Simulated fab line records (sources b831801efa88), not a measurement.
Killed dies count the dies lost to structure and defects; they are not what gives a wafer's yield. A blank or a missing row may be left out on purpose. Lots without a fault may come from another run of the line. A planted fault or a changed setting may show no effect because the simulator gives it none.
Which tool is to blame? :: flow sky130 :: 7 lots with 21 wafers sampled at 3 steps, on a route of 708 steps

WHAT THE GAUGES SHOWED, per wafer
SKY_VIA2_CD_MEAS_12: the cd target is 200 nm.
lot: L464
measured: day 36 16:35
on: cd-sem-02
cd-nm (nm): 199.4 199.3 199.4

lot: L465
measured: day 37 11:32
on: cd-sem-01
cd-nm (nm): - - -

lot: L476
measured: day 40 14:17
on: cd-sem-01
cd-nm (nm): 197.4 196.6 197.9

lot: L479
measured: day 41 12:46
on: cd-sem-01
cd-nm (nm): 200.4 201.2 201.3

lot: L481
measured: day 42 05:56
on: cd-sem-01
cd-nm (nm): 199.2 199.2 199.4

lot: L483
measured: day 42 12:35
on: cd-sem-01
cd-nm (nm): 202.0 202.0 201.5

lot: L485
measured: day 43 12:24
on: cd-sem-01
cd-nm (nm): 201.8 202.4 201.6

TOOL THAT RAN EACH LOT (tool first, then ch and the chambers of the sampled wafers, then the start)
lot: L464
SKY_VIA1_CMP_24: cmp-02 ch 0,3, day 34 10:07
SKY_VIA2_DEVELOP_11: litho-track-01 ch 0, day 36 16:00

lot: L465
SKY_VIA1_CMP_24: cmp-02 ch 1,3, day 35 04:43
SKY_VIA2_DEVELOP_11: litho-track-03, day 37 11:00

lot: L476
SKY_VIA1_CMP_24: cmp-01 ch 0,1,3, day 38 09:26
SKY_VIA2_DEVELOP_11: litho-track-02 ch 0, day 40 14:00

lot: L479
SKY_VIA1_CMP_24: cmp-02 ch 0,1, day 39 08:21
SKY_VIA2_DEVELOP_11: litho-track-03 ch 0, day 41 12:00

lot: L481
SKY_VIA1_CMP_24: cmp-01 ch 1,2, day 40 02:44
SKY_VIA2_DEVELOP_11: litho-track-03 ch 0, day 42 05:00

lot: L483
SKY_VIA1_CMP_24: cmp-01 ch 0,1,3, day 40 08:53
SKY_VIA2_DEVELOP_11: litho-track-03 ch 0, day 42 12:00

lot: L485
SKY_VIA1_CMP_24: cmp-01 ch 0,2,3, day 41 09:53
SKY_VIA2_DEVELOP_11: litho-track-03 ch 0, day 43 12:00
- SKY_VIA1_CMP_24: polishes, stops on SiO2, t overpolish 15 s, target thk 0 nm.
- SKY_VIA2_DEVELOP_11: develop time 60 s.

THE ANSWER, worked out from the rows above alone
Rule: the lots themselves supply what counts as usual. The widest of any qualifying gaps counts: lots, ordered by their means at a reading, are off when they make up no more than a third of the lots, leave a main group of 4 or more, and stand apart from it by 3 or more times the standard deviation of that group's means. The tables above print the reading to a certain number of digits; a main group whose means all agree to those digits is not used. Also off: a lot with no number at a reading for which 4 or more lots have one. The other lots that the step has rows for count as sound.
Off: L465 (SKY_VIA2_CD_MEAS_12, cd-nm). Without a number there: L465. Main group: mean 200.1 nm, sd 1.6.
A tool fits if, at a process step before that reading, it ran every lot that is off, and no sound lot after the first of them. Those tools and the gauges at SKY_VIA2_CD_MEAS_12 are tried in the same way. None of those tried fits.

WHAT HAD BEEN PUT IN BY THE SIMULATOR
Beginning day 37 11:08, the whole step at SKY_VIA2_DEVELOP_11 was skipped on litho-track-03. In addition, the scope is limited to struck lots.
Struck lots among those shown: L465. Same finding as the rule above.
